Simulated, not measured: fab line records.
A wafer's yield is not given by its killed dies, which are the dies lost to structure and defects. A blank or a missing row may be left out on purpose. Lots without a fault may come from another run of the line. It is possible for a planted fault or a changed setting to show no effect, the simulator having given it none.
Tool commonality check -- flow gf180mcu -- Sample size 11 lots and 33 wafers

== THE REASON FOR OPENING IT ==
GF_PSD_RS_MEAS_15, reading PSD_RS: flagged on 2 of 11 lots. No-fault wafers: 108.61 ohm/sq, standard deviation 0.28.
Rule: a lot gets a flag if all its wafers with a number sit over 4 standard deviations from that mean, or if no wafer of it has a number. The rest of the lots are taken to be sound.

lot,measured,on,"PSD_RS (ohm/sq), wafer by wafer",flag
L704,day 14 05:55,filmMetro-04,109.16 108.72 108.55,
L705,day 14 13:43,filmMetro-03,108.70 108.90 108.62,
L708,day 15 17:20,filmMetro-04,108.13 108.24 108.25,
L709,day 15 23:40,filmMetro-04,108.91 108.66 109.11,
L715,day 18 09:13,filmMetro-01,110.22 110.10 110.19,FLAGGED
L719,day 20 02:23,filmMetro-01,110.61 110.75 110.37,FLAGGED
L722,day 21 01:22,filmMetro-01,108.81 108.19 108.55,
L724,day 21 11:15,filmMetro-01,108.71 108.95 108.95,
L723,day 21 14:24,filmMetro-03,108.78 108.71 108.98,
L726,day 22 07:32,filmMetro-01,108.83 108.62 108.94,
L727,day 22 12:31,filmMetro-04,108.82 108.97 108.94,
The mean of the flagged lots' numbers is 110.37 ohm/sq, +1.76 ohm/sq from the usual (+6 standard deviations).

== WHICH TOOL RAN EACH LOT ==
3 process steps preceding the reading are held in the record, out of 602 steps in the route. Cell contents, in order: the tool; ch with the chambers the sampled wafers went through; the start.
lot,flag,GF_DUAL_GATE_STRIP_13,GF_PSD_IMPLANT_09,GF_PSD_STRIP_10
L704,,"plasmaAsher-02 ch 0,1, day 8 07:50","implanter-04 ch 0, day 14 05:21","plasmaAsher-02 ch 0,1, day 14 05:29"
L705,,"plasmaAsher-04 ch 0,1, day 8 16:25","implanter-01 ch 0, day 14 13:08","plasmaAsher-01 ch 0,1, day 14 13:17"
L708,,"plasmaAsher-01 ch 0,1, day 9 14:22","implanter-01 ch 0, day 15 16:46","plasmaAsher-01 ch 0,1, day 15 16:55"
L709,,"plasmaAsher-04 ch 0,1, day 9 18:08","implanter-03 ch 0, day 15 23:06","plasmaAsher-04 ch 0, day 15 23:15"
L715,FLAGGED,"plasmaAsher-02 ch 0,1, day 11 17:04","implanter-04 ch 0, day 18 08:40","plasmaAsher-04 ch 0,1, day 18 08:49"
L719,FLAGGED,"plasmaAsher-04 ch 1, day 13 01:45","implanter-04 ch 0, day 20 01:50","plasmaAsher-01 ch 0,1, day 20 01:58"
L722,,"plasmaAsher-04 ch 0, day 13 21:10","implanter-01 ch 0, day 21 00:48","plasmaAsher-02 ch 0,1, day 21 00:57"
L724,,"plasmaAsher-04 ch 0,1, day 14 05:10","implanter-03 ch 0, day 21 10:41","plasmaAsher-01 ch 0,1, day 21 10:50"
L723,,"plasmaAsher-01 ch 0,1, day 14 04:19","implanter-03 ch 0, day 21 13:51","plasmaAsher-04 ch 0,1, day 21 13:59"
L726,,"plasmaAsher-04 ch 0,1, day 15 01:42","implanter-03 ch 0, day 22 06:59","plasmaAsher-01 ch 0,1, day 22 07:07"
L727,,"plasmaAsher-01 ch 0,1, day 15 05:43","implanter-04 ch 0, day 22 11:58","plasmaAsher-01 ch 0,1, day 22 12:07"
What is done by these steps:
- GF_DUAL_GATE_STRIP_13: strips in O2/N2.
- GF_PSD_IMPLANT_09
- GF_PSD_STRIP_10: strips in O2/N2.
- GF_PSD_RS_MEAS_15: measures by four-point-probe.

== FLAGGED AGAINST TOTAL, ONE TOOL AT A TIME (gauges that did the reading follow at the end) ==
step,tool,lots run,flagged,share of the flagged lots,sound lots run after its first flagged lot
GF_DUAL_GATE_STRIP_13,plasmaAsher-01,3,0,none,-
GF_DUAL_GATE_STRIP_13,plasmaAsher-02,2,1,some,0
GF_DUAL_GATE_STRIP_13,plasmaAsher-04,6,1,some,"3 (L722,L724,L726)"
GF_PSD_IMPLANT_09,implanter-01,3,0,none,-
GF_PSD_IMPLANT_09,implanter-03,4,0,none,-
GF_PSD_IMPLANT_09,implanter-04,4,2,all,1 (L727)
GF_PSD_STRIP_10,plasmaAsher-01,6,1,some,"3 (L724,L726,L727)"
GF_PSD_STRIP_10,plasmaAsher-02,2,0,none,-
GF_PSD_STRIP_10,plasmaAsher-04,3,1,some,1 (L723)
GF_PSD_RS_MEAS_15,filmMetro-01,5,2,all,"3 (L722,L724,L726)"
GF_PSD_RS_MEAS_15,filmMetro-03,2,0,none,-
GF_PSD_RS_MEAS_15,filmMetro-04,4,0,none,-

== WHAT THE TABLE PERMITS ==
In 2 table rows, all flagged lots were run: implanter-04 (GF_PSD_IMPLANT_09), filmMetro-01 (GF_PSD_RS_MEAS_15).
- implanter-04 at GF_PSD_IMPLANT_09: 2 of its 4 lots flagged. Sound lots followed the first flagged one (L727) on it, something a lasting fault affecting the whole tool could not allow. Its own readings (doseIonsCm2) fall more than 4 standard deviations out on all wafers of the flagged lots.
- filmMetro-01 at GF_PSD_RS_MEAS_15: 2 of its 5 lots flagged. Sound lots followed the first flagged one (L722, L724, L726) on it, something a lasting fault affecting the whole tool could not allow.
No row of the table ran every flagged lot and no sound lot after the first.

== WHAT WAS PUT IN BY THE SIMULATOR ==
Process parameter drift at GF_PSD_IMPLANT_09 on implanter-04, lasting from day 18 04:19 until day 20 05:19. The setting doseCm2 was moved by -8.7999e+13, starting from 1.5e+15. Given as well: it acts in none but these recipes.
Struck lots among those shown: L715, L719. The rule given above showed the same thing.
